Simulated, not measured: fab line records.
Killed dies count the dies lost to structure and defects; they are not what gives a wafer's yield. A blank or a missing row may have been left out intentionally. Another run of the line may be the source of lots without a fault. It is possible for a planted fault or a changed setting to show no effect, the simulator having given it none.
The same fault as seen by 2 desks | flow gf180mcu | numbers are kept per desk, each desk with only its own; the story behind them comes last

METROLOGY DESK
Means of the sampled wafers that have a number, per lot and without regard to the tool the lot ran on: this is what the gauges read. A lot is out of limits, marked OUT, if its mean lies more than 4 standard deviations from the usual mean; the brackets give that distance.
Columns: A = NWELL_OVL at GF_NWELL_OVL_MEAS_07, usual 0.2 nm; B = LVPWELL_TW at GF_LVPWELL_TW_MEAS_11, usual 558; C = LVPWELL_RS at GF_VT_IMPLANT_RS_MEAS_48, usual 1195.6 ohm/sq
lot  | first seen here | A    | B              | C
L494 | day 3 12:46     | 0.6  | 556            | 1200.9
L495 | day 3 17:30     | 1.2  | 561            | 1195.9
L496 | day 3 21:10     | -0.8 | 556            | 1199.3
L497 | day 4 08:43     | -0.7 | 555            | 1197.6
L498 | day 4 09:04     | 1.6  | 561            | 1193.5
L499 | day 4 11:37     | -0.7 | 553            | 1195.9
L500 | day 4 16:42     | 1.2  | 555            | 1196.1
L502 | day 5 04:53     | 1.1  | 556            | 1192.4
L506 | day 6 01:07     | 0.3  | 561            | 1191.7
L509 | day 6 16:52     | -0.6 | 536 (-7.4) OUT | 1316.6 (+40) OUT
L510 | day 6 22:00     | 1.8  | 534 (-7.9) OUT | 1313.3 (+39) OUT
L512 | day 7 11:13     | 0.0  | 559            | 1194.5
This desk's result: L509, L510 out of limits, first on L509 (LVPWELL_TW at GF_LVPWELL_TW_MEAS_11), day 7 09:11. L494, L495, L496, L497, L498, L499, L500, L502, L506, L512: within limits.

AT THE TOOL OWNER'S DESK: implanter-04
The tool's own readings at GF_LVPWELL_IMPLANT_08, given as means over the sampled wafers that have a number, one for each lot that went through this tool. A lot is out of limits, marked OUT, if its mean lies more than 4 standard deviations from the usual mean; the brackets give that distance.
Columns: A = dose_ions_cm2 at GF_LVPWELL_IMPLANT_08, usual 1.5004e+13; B = faraday_current_uA at GF_LVPWELL_IMPLANT_08, usual 84.6
lot  | first seen here | A                            | B
L498 | day 4 23:17     | 1.4999e+13                   | 85.1
L500 | day 5 08:00     | 1.5003e+13                   | 84.2
L502 | day 5 19:47     | 1.5006e+13                   | 84.9
L506 | day 6 16:20     | 1.5007e+13                   | 86.0
L509 | day 7 08:47     | 1.2296e+13 (-99 or more) OUT | 67.9 (-10) OUT
L510 | day 7 14:16     | 1.2276e+13 (-99 or more) OUT | 69.0 (-9.8) OUT
This desk's verdict: out of limits on L509, L510, starting with L509 at day 7 08:47 (dose_ions_cm2 at GF_LVPWELL_IMPLANT_08). L498, L500, L502, L506: within limits.

ALL TOGETHER
An alarm could have come from the tool owner's desk at day 7 08:47, on L509, L510.
On L509, L510, the metrology desk was in a position to raise an alarm at day 7 09:11.
GF_LVPWELL_IMPLANT_08 was run on implanter-04 by each of the lots named.

WHAT WAS PUT IN BY THE SIMULATOR
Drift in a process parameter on implanter-04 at GF_LVPWELL_IMPLANT_08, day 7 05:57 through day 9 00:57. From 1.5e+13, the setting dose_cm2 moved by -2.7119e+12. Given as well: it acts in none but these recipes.
Lots struck among those shown: L509, L510.
Time in hours from fault onset to the first out-of-limits reading at each desk: tool owner's desk 3, metrology desk 3.
